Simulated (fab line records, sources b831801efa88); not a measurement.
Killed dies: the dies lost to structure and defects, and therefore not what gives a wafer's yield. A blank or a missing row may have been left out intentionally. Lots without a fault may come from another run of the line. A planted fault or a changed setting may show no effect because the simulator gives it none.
Chamber matching ; flow gf180mcu ; GF_V3_CVD_00 on hdpcvd-01: 3 sister chambers
The step deposits SiO2, target thk 600 nm, time 100 s. 6 wafers are shown with their chamber, then 9 later ones without.

WAFERS, EACH WITH ITS CHAMBER
wafer;chamber;runLengthS (s);pressureMtorr (mTorr)
L434.1;1;127.7;6.028
L435.2;0;127.8;6.010
L435.6;1;127.8;6.006
L437.2;2;127.3;6.003
L437.3;0;127.8;5.989
L437.5;2;127.9;5.999

WAFERS WITHOUT THEIR CHAMBER
wafer;runLengthS (s);pressureMtorr (mTorr)
L438.2;127.6;6.000
L438.3;128.0;5.986
L438.6;127.8;5.986
L439.4;127.8;6.007
L439.5;127.2;6.001
L439.6;128.0;5.982
L440.2;127.2;5.964
L440.3;127.5;5.992
L440.6;127.8;6.009

WHICH CHAMBER EACH WENT THROUGH
wafer;from the rows above;in truth
L438.2;can't be placed: 2 or 0 or 1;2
L438.3;can't be placed: 0 or 2 or 1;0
L438.6;can't be placed: 0 or 2 or 1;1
L439.4;can't be placed: 0 or 1 or 2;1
L439.5;can't be placed: 2 or 0 or 1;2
L439.6;can't be placed: 0 or 2 or 1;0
L440.2;can't be placed: 2 or 0 or 1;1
L440.3;can't be placed: 2 or 0 or 1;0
L440.6;can't be placed: 1 or 0 or 2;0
Correct placement for 0 of the 9. Cannot be placed on the basis of these rows: 9; the candidates contain the true chamber in 9. Wrongly placed: 0.
How it was worked out, from the rows above alone: a wafer's distance from a chamber is the root of the sum, over the readings, of the square of ((its reading less the chamber's mean) divided by the reading's scatter). The wafer belongs to the nearest chamber; if the next one is less than 2 further off, it can't be placed. The mean given for a chamber averages the wafers shown for that chamber. The scatter is the square root of a quotient: the sum, over the shown wafers, of each reading's squared deviation from its chamber's mean, divided by wafers minus chambers.
